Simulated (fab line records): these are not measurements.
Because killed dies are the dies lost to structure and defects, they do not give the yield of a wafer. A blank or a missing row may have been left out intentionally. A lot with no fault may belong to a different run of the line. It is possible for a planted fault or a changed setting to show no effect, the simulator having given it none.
A lot that was struck, set against a sound lot	flow gf180mcu	18 out of 602 route steps
Sound: wafers L765.3, L765.5, L765.6. Struck: wafers L768.2, L768.4 (left out: L768.1, a lot-mate that was not struck); the cause follows at the end.
Each step with rows lists, per side, the tool, then ch with its chambers, then its first start. Under that, the readings that differ: sound wafers	struck wafers	difference of the means	sigmas: that difference in standard deviations of wafers without a fault.
alike: same words and numbers on both sides, and readings whose means sit less than 2 such deviations apart. not compared: any withheld reading, any reading some wafer has no value for, any bound like >300 that may hide the same value, and any number with overlapping values for which the record gives no deviation.
A row with sigmas, a row that says differs or no value, or rows on one side alone: a step with any of these is where the two part. When numbers do not overlap yet have no deviation, they are printed without sigmas and do not part them. A reading missing from all wafers of one side parts the sides only when that side holds two or more wafers.

first, 3 steps without rows for these wafers: GF_V2_EXPOSE_11 (exposes mask Via2, target cd 260 nm); GF_V2_PEB_12 (peb time 90 s); GF_V2_DEVELOP_13 (develop time 60 s).
GF_V2_CD_MEAS_14: the cd target is 260 nm.
  sound on cdSem-01 at day 23 07:03; struck on cdSem-01 at day 24 04:03
  alike: cdNm
GF_V2_OVL_MEAS_15:
  sound on overlay-02 at day 23 07:09; struck on overlay-01 at day 24 04:10
  alike: V2_OVL
then, 1 step without rows for these wafers: GF_V2_ETCH_16 (etches BARC in N2/H2).
GF_V2_ETCH_17: etches SiO2 in C4F8/O2/Ar, stops on TiN, target depth 630 nm.
  sound on rieDiel-03 ch 2,3; struck on rieDiel-02 ch 0,1
  alike: oesProductAu
GF_V2_STRIP_18: strips in O2/N2.
  sound on plasmaAsher-02 ch 0,1, day 23 07:20; struck on plasmaAsher-02 ch 1, day 24 04:20
  alike: drypumpMotorCurrentA, heaterPowerW, oesProductAu
  not compared: rfHoursCounterH
then, 2 steps without rows for these wafers: GF_V2_STRIP_19 (strips in post etch residue remover, time 1200 s); GF_V2_CLEAN_20 (cleans in DIW).
GF_V2_SPUTTER_21: material Ti, target thk 15 nm, time 80.02 s.
  sound on pvdSputter-02 at day 23 07:50; struck on pvdSputter-02 at day 24 04:54
  alike: throttleValvePct
GF_V2_SPUTTER_22: material TiN, target thk 10 nm, time 40 s.
  sound on pvdSputter-02 at day 23 07:53; struck on pvdSputter-02 at day 24 04:58
  alike: throttleValvePct
GF_V2_CVD_23: deposits W, target thk 350 nm, time 104.94 s.
  sound on cvdW-02 ch 0,1, day 23 07:58; struck on cvdW-02 ch 0, day 24 05:00
reading	sound	struck	difference	sigmas
model.W_of_V2_CVD_23.thkNm (nm)	354.2 345.4 355.7	411.4 411.4	+59.6	
  alike: chamberPressureTorr, heaterPowerW
GF_V2_RS_MEAS_24: a four-point-probe measurement.
  sound on filmMetro-03 at day 23 08:05; struck on filmMetro-03 at day 24 05:28
reading	sound	struck	difference	sigmas
V2_W_RS (ohm/sq)	0.324 0.332 0.321	0.278 0.278	-0.048	-9
  not compared: hold
GF_V2_THK_MEAS_25: measures by xrf.
  sound on filmMetro-03 at day 23 08:11; struck on filmMetro-03 at day 24 07:11
reading	sound	struck	difference	sigmas
V2_W_THK (nm)	359 348 360	414 415	+59	+9
  not compared: hold
GF_V2_CMP_26: polishes, stops on SiO2, t overpolish 15 s, target thk 0 nm.
  sound on cmp-02 ch 0,1,2, day 23 08:20; struck on cmp-01 ch 1,2, day 24 08:56
reading	sound	struck	difference	sigmas
hold	- - -	awaitDispo/1.7h/release awaitDispo/1.7h/release	no value on the sound wafers	
timeToEndpointS (s)	88 84 89	99 103	+14	+4
  alike: edgeZonePressureFrac, motorCurrentA
GF_M3_SPUTTER_00: material Ti, target thk 37.5 nm, time 150 s.
  sound on pvdSputter-03 at day 23 08:32; struck on pvdSputter-01 at day 24 09:14
  alike: throttleValvePct
-- the record jumps here: 8 days lie between the struck wafers' starts before and after (it left off in module M3 and takes up again in module PASSIVATION, whose first step shown is number 602 of the route) --
GF_PASSIVATION_PROBE_99:
  record: rows for the struck wafers here (prober-02, day 32 04:28), none for the sound ones

WHERE THEY PART
At GF_V2_RS_MEAS_24 first; at GF_PASSIVATION_PROBE_99 last (within this record only).

WHY: what the simulator had put in
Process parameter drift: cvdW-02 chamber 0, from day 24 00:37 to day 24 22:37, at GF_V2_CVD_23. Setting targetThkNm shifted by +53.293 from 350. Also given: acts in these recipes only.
